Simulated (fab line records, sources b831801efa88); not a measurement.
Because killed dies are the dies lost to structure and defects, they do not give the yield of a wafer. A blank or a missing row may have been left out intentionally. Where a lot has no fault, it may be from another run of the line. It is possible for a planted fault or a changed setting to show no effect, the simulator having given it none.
The tool behind it: which one? :: flow gf180mcu :: 12 lots with 36 wafers sampled at 5 steps, on a route of 602 steps

WHAT EACH GAUGE READ, for each wafer
GF_M1_RS_MEAS_05: measures by four-point-probe. Usual: M1_ALCU_RS gives 0.0692 ohm/sq (standard deviation 0.00068).
lot: L617
measured: day 16 01:14
on: film metro-01
M1_ALCU_RS (ohm/sq): 0.0703 0.0701 0.0698
flag: 

lot: L618
measured: day 16 10:05
on: film metro-03
M1_ALCU_RS (ohm/sq): 0.0695 0.0710 0.0705
flag: 

lot: L619
measured: day 16 13:23
on: film metro-01
M1_ALCU_RS (ohm/sq): 0.0698 0.0695 0.0702
flag: 

lot: L620
measured: day 17 07:57
on: film metro-01
M1_ALCU_RS (ohm/sq): 0.0691 0.0692 0.0693
flag: 

lot: L621
measured: day 17 17:08
on: film metro-01
M1_ALCU_RS (ohm/sq): 0.0700 0.0698 0.0694
flag: 

lot: L624
measured: day 18 16:21
on: film metro-03
M1_ALCU_RS (ohm/sq): 0.0688 0.0688 0.0686
flag: 

lot: L625
measured: day 19 06:57
on: film metro-01
M1_ALCU_RS (ohm/sq): 0.0689 0.0692 0.0696
flag: 

lot: L626
measured: day 19 19:06
on: film metro-01
M1_ALCU_RS (ohm/sq): 0.0686 0.0687 0.0687
flag: 

lot: L629
measured: day 20 15:10
on: film metro-01
M1_ALCU_RS (ohm/sq): 0.0683 0.0687 0.0683
flag: 

lot: L638
measured: day 23 16:38
on: film metro-03
M1_ALCU_RS (ohm/sq): 0.0697 0.0692 0.0697
flag: 

lot: L639
measured: day 23 22:22
on: film metro-01
M1_ALCU_RS (ohm/sq): 0.0698 0.0688 0.0690
flag: 

lot: L640
measured: day 24 07:58
on: film metro-02
M1_ALCU_RS (ohm/sq): 0.0701 0.0697 0.0701
flag: 

GF_V1_THK_MEAS_03. Usual: V1_CVD_02_THK gives 850 nm (standard deviation 10).
lot: L617
measured: day 17 00:09
on: film metro-04
V1_CVD_02_THK (nm): 845 859 862
flag: 

lot: L618
measured: day 17 10:06
on: film metro-01
V1_CVD_02_THK (nm): 836 840 849
flag: 

lot: L619
measured: day 17 13:31
on: film metro-04
V1_CVD_02_THK (nm): 838 841 848
flag: 

lot: L620
measured: day 18 08:25
on: film metro-01
V1_CVD_02_THK (nm): 839 841 860
flag: 

lot: L621
measured: day 18 18:10
on: film metro-02
V1_CVD_02_THK (nm): 861 870 864
flag: 

lot: L624
measured: day 19 17:23
on: film metro-01
V1_CVD_02_THK (nm): 840 851 848
flag: 

lot: L625
measured: day 20 08:30
on: film metro-02
V1_CVD_02_THK (nm): 844 843 859
flag: 

lot: L626
measured: day 20 20:17
on: film metro-02
V1_CVD_02_THK (nm): 837 850 865
flag: 

lot: L629
measured: day 21 16:20
on: film metro-01
V1_CVD_02_THK (nm): 843 853 843
flag: 

lot: L638
measured: day 24 16:00
on: film metro-01
V1_CVD_02_THK (nm): 842 841 856
flag: 

lot: L639
measured: day 24 21:38
on: film metro-01
V1_CVD_02_THK (nm): 838 860 849
flag: 

lot: L640
measured: day 25 06:25
on: film metro-04
V1_CVD_02_THK (nm): 853 852 855
flag: 

GF_V1_BOW_MEAS_05. Usual: V1_BOW gives 83 um (standard deviation 7.9).
lot: L617
measured: day 17 00:31
on: film metro-02
V1_BOW (um): 80 78 85
flag: 

lot: L618
measured: day 17 10:28
on: film metro-02
V1_BOW (um): 93 86 83
flag: 

lot: L619
measured: day 17 13:53
on: film metro-02
V1_BOW (um): 72 78 89
flag: 

lot: L620
measured: day 18 08:46
on: film metro-04
V1_BOW (um): 80 86 84
flag: 

lot: L621
measured: day 18 18:32
on: film metro-01
V1_BOW (um): 90 92 98
flag: 

lot: L624
measured: day 19 17:45
on: film metro-01
V1_BOW (um): 85 96 71
flag: 

lot: L625
measured: day 20 08:52
on: film metro-01
V1_BOW (um): 77 74 85
flag: 

lot: L626
measured: day 20 20:40
on: film metro-01
V1_BOW (um): 93 87 100 - - -
flag: 

lot: L629
measured: day 21 16:43
on: film metro-02
V1_BOW (um): 68 74 87
flag: 

lot: L638
measured: day 24 16:22
on: film metro-01
V1_BOW (um): 84 89 69
flag: 

lot: L639
measured: day 24 22:00
on: film metro-01
V1_BOW (um): 76 84 69
flag: 

lot: L640
measured: day 25 06:49
on: film metro-04
V1_BOW (um): 81 83 89
flag: 

GF_V1_OVL_MEAS_15. Usual: V1_OVL gives 2 nm (standard deviation 5.2).
lot: L617
measured: day 17 23:49
on: overlay-01
V1_OVL (nm): 1 6 8
flag: 

lot: L618
measured: day 18 09:57
on: overlay-01
V1_OVL (nm): -3 0 -7
flag: 

lot: L619
measured: day 18 13:39
on: overlay-01
V1_OVL (nm): 1 -6 4
flag: 

lot: L620
measured: day 19 09:05
on: overlay-01
V1_OVL (nm): -2 1 -8
flag: 

lot: L621
measured: day 19 18:43
on: overlay-01
V1_OVL (nm): 11 14 -4
flag: 

lot: L624
measured: day 20 18:06
on: overlay-02
V1_OVL (nm): -5 -4 -1
flag: 

lot: L625
measured: day 21 09:07
on: overlay-02
V1_OVL (nm): 6 0 -4
flag: 

lot: L626
measured: day 21 20:40
on: overlay-01
V1_OVL (nm): -1 2 2
flag: 

lot: L629
measured: day 22 16:55
on: overlay-02
V1_OVL (nm): 0 3 7
flag: 

lot: L638
measured: day 25 14:04
on: overlay-02
V1_OVL (nm): 3 -1 10
flag: 

lot: L639
measured: day 25 19:24
on: overlay-01
V1_OVL (nm): 4 5 -3
flag: 

lot: L640
measured: day 26 03:54
on: overlay-01
V1_OVL (nm): 12 8 6
flag: 

WHAT TOOL EACH LOT RAN ON (gives the tool, then ch and the chambers of the sampled wafers, and finally the start)
lot: L617
GF_V1_CMP_04: cmp-02 ch 0,3, day 17 00:15

lot: L618
GF_V1_CMP_04: cmp-02 ch 1,2,3, day 17 10:09

lot: L619
GF_V1_CMP_04: cmp-01 ch 0,1,2, day 17 13:35

lot: L620
GF_V1_CMP_04: cmp-01 ch 1,2,3, day 18 08:28

lot: L621
GF_V1_CMP_04: cmp-02 ch 0,1, day 18 18:16

lot: L624
GF_V1_CMP_04: cmp-02 ch 1,2,3, day 19 17:27

lot: L625
GF_V1_CMP_04: cmp-01 ch 0,2, day 20 08:37

lot: L626
GF_V1_CMP_04: cmp-01 ch 0,2,3, day 20 20:25

lot: L629
GF_V1_CMP_04: cmp-02 ch 0,3, day 21 16:22

lot: L638
GF_V1_CMP_04: cmp-01 ch 0,2,3, day 24 16:09

lot: L639
GF_V1_CMP_04: cmp-02 ch 0,1,2, day 24 21:42

lot: L640
GF_V1_CMP_04: cmp-02 ch 0,2,3, day 25 06:36
- GF_V1_CMP_04: polishes SiO2.

WHAT THE TOOLS THEMSELVES READ (means of the sampled wafers that have a number; where no wafer has one, the mark that the record gives instead)
GF_V1_CMP_04. Usual: motor current A 12.8 A, standard deviation 1.3; time to endpoint s 80 s, standard deviation 4.6.
lot: L617
tool: cmp-02
motor current A (A): 12.8
time to endpoint s (s): 83
flag: 

lot: L618
tool: cmp-02
motor current A (A): 13.5
time to endpoint s (s): 78
flag: 

lot: L619
tool: cmp-01
motor current A (A): 12.6
time to endpoint s (s): 81
flag: 

lot: L620
tool: cmp-01
motor current A (A): 11.7
time to endpoint s (s): 81
flag: 

lot: L621
tool: cmp-02
motor current A (A): 14.3
time to endpoint s (s): 90
flag: 

lot: L624
tool: cmp-02
motor current A (A): 13.2
time to endpoint s (s): 81
flag: 

lot: L625
tool: cmp-01
motor current A (A): 13.9
time to endpoint s (s): 83
flag: 

lot: L626
tool: cmp-01
motor current A (A): 12.5
time to endpoint s (s): 63
flag: OFF

lot: L629
tool: cmp-02
motor current A (A): 12.5
time to endpoint s (s): 76
flag: 

lot: L638
tool: cmp-01
motor current A (A): 12.6
time to endpoint s (s): 74
flag: 

lot: L639
tool: cmp-02
motor current A (A): 14.1
time to endpoint s (s): 83
flag: 

lot: L640
tool: cmp-02
motor current A (A): 13.3
time to endpoint s (s): 84
flag: 

THE ANSWER, worked out from the rows above alone
Rule: lot off if the mean of its wafers having a number is beyond 3 standard deviations from the usual mean. A lot without any number at a reading at which 4 lots or more have one is off too. All remaining lots with rows at the step are treated as sound. Order of review: gauges by route order, followed by the tools' own readings, for which a lot's mean as printed above is used. The first step at which some lot is off is used, and at that step the reading that is off furthest; a lot without a number counts as furthest.
Off: L626, at GF_V1_CMP_04 (time to endpoint s).
A tool fits if, at that step or a process step before it, it ran every lot that is off, and no sound lot after the first of them. Of those tried, none fits.

WHAT THE SIMULATOR HAD PUT IN
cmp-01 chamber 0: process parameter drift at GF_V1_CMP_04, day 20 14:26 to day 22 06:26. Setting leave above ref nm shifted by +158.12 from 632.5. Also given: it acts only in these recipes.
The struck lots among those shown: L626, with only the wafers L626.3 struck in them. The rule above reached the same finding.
